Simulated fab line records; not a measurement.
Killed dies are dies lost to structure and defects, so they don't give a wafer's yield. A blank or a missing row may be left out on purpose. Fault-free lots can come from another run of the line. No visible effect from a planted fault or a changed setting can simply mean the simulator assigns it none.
Which tool was responsible? ; flow gf180mcu ; 7 lots, 21 wafers sampled, at 2 steps of a route of 602

WHAT EACH GAUGE READ, for each wafer
GF_DUAL_GATE_THK_MEAS_03.
lot;measured;on;DUAL_GATE_OXIDATION_00_THK (nm)
L177;day 7 21:37;film_metro-04;11.10 10.96 11.05
L179;day 8 12:14;film_metro-04;11.12 11.35 11.26
L182;day 9 10:54;film_metro-04;10.53 10.62 10.50
L187;day 10 21:23;film_metro-01;10.61 10.76 10.81
L190;day 11 19:27;film_metro-01;10.78 10.63 10.82
L197;day 13 21:39;film_metro-04;10.70 10.72 10.77
L199;day 14 08:22;film_metro-03;11.04 11.11 10.96

EACH LOT AND THE TOOL THAT RAN IT (in order: tool; ch and the chambers of the sampled wafers; start)
lot;GF_VT_IMPLANT_RTA_45
L177;rtp_anneal-01 ch 0, day 7 19:24
L179;rtp_anneal-01 ch 0, day 8 09:52
L182;rtp_anneal-01 ch 0, day 9 08:20
L187;rtp_anneal-01 ch 0, day 10 19:07
L190;rtp_anneal-02 ch 0, day 11 17:00
L197;rtp_anneal-02 ch 0, day 13 19:25
L199;rtp_anneal-01 ch 0, day 14 02:37
- GF_VT_IMPLANT_RTA_45: time 30 s.

THE ANSWER, worked out from the rows above alone
Rule: what is usual is taken from the lots themselves. Put in order of their means at a reading, lots are off if they are a third of the lots or fewer, leave a main group of 4 or more, and stand apart from it by a gap of 3 or more times the standard deviation of the main group's means; of several such gaps the widest counts. A main group is skipped when, at the precision printed for the reading in the tables above, its means are all equal. A lot without any number at a reading at which 4 lots or more have one is off too. The other lots that the step has rows for count as sound.
No lot is off on any of the readings shown, so nothing can be concluded from this.

WHAT THE SIMULATOR PUT IN
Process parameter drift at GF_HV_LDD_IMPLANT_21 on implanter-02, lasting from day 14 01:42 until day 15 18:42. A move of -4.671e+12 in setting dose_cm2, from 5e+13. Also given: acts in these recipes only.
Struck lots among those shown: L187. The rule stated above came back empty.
